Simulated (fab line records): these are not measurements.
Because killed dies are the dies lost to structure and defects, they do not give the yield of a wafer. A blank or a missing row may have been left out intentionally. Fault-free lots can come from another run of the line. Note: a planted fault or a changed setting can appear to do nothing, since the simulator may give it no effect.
A single fault, viewed from 2 desks + flow gf180mcu + every desk sees just its own numbers, and what lay behind them comes last

## AT THE METROLOGY DESK
Lot by lot, what the gauges showed, no matter which tool ran the lot: averages of those sampled wafers that carry a number. If a lot's mean is further than 4 standard deviations from the usual mean, the lot is out of limits and carries the mark OUT (the distance appears in the brackets).
Columns: A = VT_IMPLANT_4_TW at GF_VT_IMPLANT_TW_MEAS_43, usual 688; B = MVPSD_RS at GF_VT_IMPLANT_RS_MEAS_49, usual 1169 ohm/sq; C = SALICIDE_TIN_RS at GF_SALICIDE_RS_MEAS_04, usual 16.32 ohm/sq
| lot  | first seen here | A             | B    | C     |
|------|-----------------|---------------|------|-------|
| L345 | day 7 13:39     | 689           | 1171 | 16.55 |
| L347 | day 8 04:59     | 689           | 1175 | 16.04 |
| L348 | day 8 08:11     | 690           | 1169 | 16.60 |
| L349 | day 8 16:28     | 688           | 1167 | 16.29 |
| L350 | day 8 21:28     | 693           | 1169 | 16.13 |
| L351 | day 9 02:58     | 683           | 1167 | 16.47 |
| L352 | day 9 09:49     | 685           | 1169 | 16.37 |
| L353 | day 9 21:02     | 687           | 1169 | 16.16 |
| L354 | day 10 00:31    | 685           | 1165 | 16.72 |
| L355 | day 10 05:40    | 688           | 1168 | 16.17 |
| L356 | day 10 16:30    | 692           | 1173 | 16.21 |
| L361 | day 11 23:11    | 736 (+13) OUT | 1170 | 16.21 |
| L365 | day 13 03:08    | 743 (+14) OUT | 1174 | 16.59 |
Finding of this desk: L361, L365 out of limits, first seen on L361 at day 11 23:11 (VT_IMPLANT_4_TW at GF_VT_IMPLANT_TW_MEAS_43). In limits: L345, L347, L348, L349, L350, L351, L352, L353, L354, L355, L356.

## FOR THE TOOL OWNER'S DESK: implanter-02
The tool's own readings at GF_VT_IMPLANT_IMPLANT_41, given as means over the sampled wafers that have a number, one for each lot that went through this tool. If a lot's mean is further than 4 standard deviations from the usual mean, the lot is out of limits and carries the mark OUT (the distance appears in the brackets).
Columns: A = beam_energy_keV at GF_VT_IMPLANT_IMPLANT_41, usual 70.002
| lot  | first seen here | A                        |
|------|-----------------|--------------------------|
| L350 | day 8 21:14     | 69.999                   |
| L352 | day 9 09:35     | 69.998                   |
| L353 | day 9 20:49     | 70.026                   |
| L356 | day 10 16:15    | 69.988                   |
| L361 | day 11 22:56    | 89.078 (+99 or more) OUT |
| L365 | day 13 02:55    | 89.050 (+99 or more) OUT |
This desk's finding: out of limits on L361, L365; first on L361, day 11 22:56 (beam_energy_keV at GF_VT_IMPLANT_IMPLANT_41). In limits: L350, L352, L353, L356.

## ALL TOGETHER
On L361, L365, at day 11 22:56, an alarm was possible from the tool owner's desk.
The metrology desk could have raised an alarm at day 11 23:11, on L361, L365.
Every lot named ran GF_VT_IMPLANT_IMPLANT_41 on implanter-02.

## WHAT THE SIMULATOR HAD INSERTED
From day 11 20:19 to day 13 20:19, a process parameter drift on implanter-02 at GF_VT_IMPLANT_IMPLANT_41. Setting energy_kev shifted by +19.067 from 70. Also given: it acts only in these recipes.
Shown lots that were struck: L361, L365.
Counting hours from when the fault started, the first reading out of limits came at 3 for the tool owner's desk and at 3 for the metrology desk.
